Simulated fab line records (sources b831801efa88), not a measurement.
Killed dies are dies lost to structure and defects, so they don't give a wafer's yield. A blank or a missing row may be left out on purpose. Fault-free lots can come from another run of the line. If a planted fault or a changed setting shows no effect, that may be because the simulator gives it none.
Tool commonality check	flow sky130	Sampled: 11 lots, 33 wafers

== WHY THIS WAS OPENED ==
2 of 11 lots carry a flag on the reading SD_N_RS at SKY_SD_N_RS_MEAS_16. Wafers without a fault read 68.56 ohm/sq, standard deviation 0.11.
Rule: flag the lot when none of its wafers has a number, or when each of its wafers that has one lies beyond 4 standard deviations from that mean. As for the other lots, they are considered sound.

lot	measured	on	SD_N_RS (ohm/sq), wafer by wafer	flag
L942	day 29 00:51	filmMetro-02	68.65 68.48 68.48	
L951	day 31 11:16	filmMetro-04	67.47 67.41 67.48	FLAGGED
L952	day 31 22:18	filmMetro-04	67.72 67.58 67.54	FLAGGED
L954	day 32 11:32	filmMetro-04	68.49 68.53 68.49	
L958	day 34 13:36	filmMetro-04	68.49 68.47 68.57	
L959	day 34 13:53	filmMetro-02	68.71 68.51 68.67	
L960	day 35 12:17	filmMetro-02	68.49 68.68 68.44	
L963	day 35 15:24	filmMetro-03	68.44 68.62 68.53	
L962	day 35 17:01	filmMetro-04	68.53 68.60 68.33	
L961	day 35 17:29	filmMetro-02	68.37 68.64 68.47	
L964	day 35 21:25	filmMetro-03	68.57 68.55 68.63	
Average over the flagged lots: 67.53 ohm/sq; offset from the usual -1.03 ohm/sq, equal to -9 standard deviations.

== LOT BY LOT: THE TOOL USED ==
The record holds 3 process steps before the reading, out of a route of 708 steps. Every cell lists first the tool, next ch and the chambers used by the sampled wafers, and last the start.
lot	flag	SKY_POLY_GATE_ETCH_15	SKY_SD_N_IMPLANT_09	SKY_SD_N_STRIP_11
L942		rieDiel-01 ch 1,2, day 17 11:59	implanter-03 ch 0, day 29 00:10	plasmaAsher-03 ch 0,1, day 29 00:28
L951	FLAGGED	rieDiel-03 ch 2,3, day 20 04:56	implanter-02 ch 0, day 31 10:34	plasmaAsher-01 ch 0,1, day 31 10:51
L952	FLAGGED	rieDiel-03 ch 0,1, day 20 13:26	implanter-02 ch 0, day 31 21:37	plasmaAsher-01 ch 0,1, day 31 21:53
L954		rieDiel-03 ch 1,2,3, day 21 04:13	implanter-03 ch 0, day 32 10:50	plasmaAsher-04 ch 0,1, day 32 11:07
L958		rieDiel-03 ch 1,2,3, day 23 04:07	implanter-02 ch 0, day 34 12:55	plasmaAsher-01 ch 0,1, day 34 13:11
L959		rieDiel-02 ch 0,1,3, day 23 07:24	implanter-04 ch 0, day 34 13:11	plasmaAsher-03 ch 0,1, day 34 13:29
L960		rieDiel-01 ch 1,2, day 24 15:55	implanter-02 ch 0, day 35 11:36	plasmaAsher-03 ch 0,1, day 35 11:54
L963		rieDiel-03 ch 0,2,3, day 24 17:31	implanter-02 ch 0, day 35 14:42	plasmaAsher-01 ch 0,1, day 35 15:00
L962		rieDiel-02 ch 0,1,3, day 24 17:52	implanter-03 ch 0, day 35 16:20	plasmaAsher-04 ch 0,1, day 35 16:37
L961		rieDiel-01 ch 0,2,3, day 24 18:13	implanter-02 ch 0, day 35 16:48	plasmaAsher-03 ch 0,1, day 35 17:06
L964		rieDiel-03 ch 0,2,3, day 25 00:53	implanter-04 ch 0, day 35 20:44	plasmaAsher-04 ch 0,1, day 35 21:00
What the steps here do:
- SKY_POLY_GATE_ETCH_15: etches BARC in N2/H2, stops on SiO2, time 118.5 s, target depth 110 nm.
- SKY_SD_N_IMPLANT_09
- SKY_SD_N_STRIP_11: strips in O2/N2.
- SKY_SD_N_RS_MEAS_16: measures by four-point-probe.

== FLAGGED OVER TOTAL, TOOL BY TOOL (the gauges that took the reading come last) ==
step	tool	lots run	flagged	share of the flagged lots	sound lots run after its first flagged lot
SKY_POLY_GATE_ETCH_15	rieDiel-01	3	0	none	-
SKY_POLY_GATE_ETCH_15	rieDiel-02	2	0	none	-
SKY_POLY_GATE_ETCH_15	rieDiel-03	6	2	all	4 (L954,L958,L963,L964)
SKY_SD_N_IMPLANT_09	implanter-02	6	2	all	4 (L958,L960,L963,L961)
SKY_SD_N_IMPLANT_09	implanter-03	3	0	none	-
SKY_SD_N_IMPLANT_09	implanter-04	2	0	none	-
SKY_SD_N_STRIP_11	plasmaAsher-01	4	2	all	2 (L958,L963)
SKY_SD_N_STRIP_11	plasmaAsher-03	4	0	none	-
SKY_SD_N_STRIP_11	plasmaAsher-04	3	0	none	-
SKY_SD_N_RS_MEAS_16	filmMetro-02	4	0	none	-
SKY_SD_N_RS_MEAS_16	filmMetro-03	2	0	none	-
SKY_SD_N_RS_MEAS_16	filmMetro-04	5	2	all	3 (L954,L958,L962)

== WHAT THE TABLE PERMITS ==
4 rows of the table ran every flagged lot: rieDiel-03 at SKY_POLY_GATE_ETCH_15, implanter-02 at SKY_SD_N_IMPLANT_09, plasmaAsher-01 at SKY_SD_N_STRIP_11, filmMetro-04 at SKY_SD_N_RS_MEAS_16.
- rieDiel-03 at SKY_POLY_GATE_ETCH_15 ran 6 lots, 2 of them flagged. Sound lots followed the first flagged one (L954, L958, L963, L964) on it, something a lasting fault affecting the whole tool could not allow.
- implanter-02 at SKY_SD_N_IMPLANT_09 ran 6 lots, 2 of them flagged. Sound lots followed the first flagged one (L958, L960, L963, L961) on it, something a lasting fault affecting the whole tool could not allow. Its own readings lie more than 4 standard deviations out on every wafer of the flagged lots: endStationPressureTorr.
- plasmaAsher-01 at SKY_SD_N_STRIP_11 ran 4 lots, 2 of them flagged. Sound lots followed the first flagged one (L958, L963) on it, something a lasting fault affecting the whole tool could not allow. Its own readings lie more than 4 standard deviations out on every wafer of the flagged lots: stripTimeToEndpointS.
- filmMetro-04 at SKY_SD_N_RS_MEAS_16 ran 5 lots, 2 of them flagged. Sound lots followed the first flagged one (L954, L958, L962) on it, something a lasting fault affecting the whole tool could not allow.
There is no row in the table that ran each flagged lot and no sound lot after the first.

== WHAT THE SIMULATOR PUT IN ==
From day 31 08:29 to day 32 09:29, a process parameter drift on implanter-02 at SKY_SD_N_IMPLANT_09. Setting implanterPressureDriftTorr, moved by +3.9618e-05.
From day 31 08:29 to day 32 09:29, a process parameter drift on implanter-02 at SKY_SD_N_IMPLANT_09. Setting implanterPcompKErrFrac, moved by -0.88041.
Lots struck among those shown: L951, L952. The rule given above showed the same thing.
